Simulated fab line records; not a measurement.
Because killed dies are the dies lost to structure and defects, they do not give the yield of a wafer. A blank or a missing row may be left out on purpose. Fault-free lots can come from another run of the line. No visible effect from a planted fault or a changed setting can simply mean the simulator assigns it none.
Which tool did it? ; flow gf180mcu ; 14 lots, 42 wafers sampled, at 2 steps of a route of 602

WHAT THE GAUGES READ, wafer by wafer
GF_V5_THK_MEAS_25: measures by xrf.
lot;measured;on;V5_W_THK (nm)
L514;day 27 18:10;film_metro-04;364 357 363
L515;day 27 22:38;film_metro-02;372 361 374
L516;day 28 12:01;film_metro-04;361 359 363
L517;day 29 00:55;film_metro-04;355 371 368
L518;day 29 09:48;film_metro-03;362 374 371
L519;day 29 19:39;film_metro-03;363 363 356
L524;day 30 18:30;film_metro-04;372 363 362
L523;day 30 23:19;film_metro-04;359 359 358
L527;day 31 15:47;film_metro-03;354 355 358
L528;day 31 22:52;film_metro-03;365 364 362
L530;day 32 11:39;film_metro-04;365 367 363
L533;day 33 08:44;film_metro-02;362 359 359
L535;day 33 15:47;film_metro-04;362 372 373
L537;day 34 01:03;film_metro-02;363 365 364

WHAT TOOL EACH LOT RAN ON (gives the tool, then ch and the chambers of the sampled wafers, and finally the start)
lot;GF_CONTACT_CMP_27
L514;cmp-02 ch 2,3, day 16 10:28
L515;cmp-01 ch 1,2,3, day 16 16:01
L516;cmp-01 ch 0,2,3, day 17 06:59
L517;cmp-02 ch 1,2, day 17 23:36
L518;cmp-01 ch 0,1,3, day 18 09:25
L519;cmp-01 ch 1,2,3, day 19 00:20
L524;cmp-01 ch 0,1, day 20 04:42
L523;cmp-01 ch 0,1,2, day 20 10:03
L527;cmp-02 ch 1,2,3, day 21 08:28
L528;cmp-02 ch 1,2,3, day 21 19:10
L530;cmp-01 ch 0,2,3, day 22 12:58
L533;cmp-01 ch 0,3, day 23 16:56
L535;cmp-01 ch 0,1,2, day 23 23:15
L537;cmp-01 ch 0,1,3, day 24 15:56
- GF_CONTACT_CMP_27: polishes, stops on SiO2, t overpolish 15 s, target thk 0 nm.

WHAT THE TOOLS THEMSELVES READ (means of the sampled wafers that have a number; where no wafer has one, the mark that the record gives instead)
GF_CONTACT_CMP_27.
lot;tool;motor_current_A (A);overpolish_run_s (s);platen_rpm (rpm);time_to_endpoint_s (s)
L514;cmp-02;10.6;15.005;59.99;75
L515;cmp-01;10.8;15.002;60.02;76
L516;cmp-01;11.5;15.000;59.96;75
L517;cmp-02;11.2;15.000;59.98;71
L518;cmp-01;10.1;14.994;59.98;72
L519;cmp-01;10.8;14.999;60.03;74
L524;cmp-01;11.2;14.996;60.00;75
L523;cmp-01;11.5;14.994;59.97;74
L527;cmp-02;11.3;15.006;60.01;67
L528;cmp-02;10.8;14.999;59.97;72
L530;cmp-01;11.2;15.001;59.96;68
L533;cmp-01;10.5;14.999;60.00;70
L535;cmp-01;11.7;15.002;60.03;71
L537;cmp-01;10.7;15.008;60.03;77

THE ANSWER, worked out from the rows above alone
Rule: usual is defined by the lots themselves. The widest of any qualifying gaps counts: lots, ordered by their means at a reading, are off when they make up no more than a third of the lots, leave a main group of 4 or more, and stand apart from it by 3 or more times the standard deviation of that group's means. A main group is skipped when, at the precision printed for the reading in the tables above, its means are all equal. Also off: a lot with no number at a reading for which 4 or more lots have one. The other lots that the step has rows for count as sound. Order of review: gauges by route order, followed by the tools' own readings, for which a lot's mean as printed above is used. At the first step where some lot is off, the reading lying furthest off is the one used; lots without a number count as furthest.
No lot is off on any of the readings shown, so nothing can be concluded from this.

WHAT HAD BEEN PUT IN BY THE SIMULATOR
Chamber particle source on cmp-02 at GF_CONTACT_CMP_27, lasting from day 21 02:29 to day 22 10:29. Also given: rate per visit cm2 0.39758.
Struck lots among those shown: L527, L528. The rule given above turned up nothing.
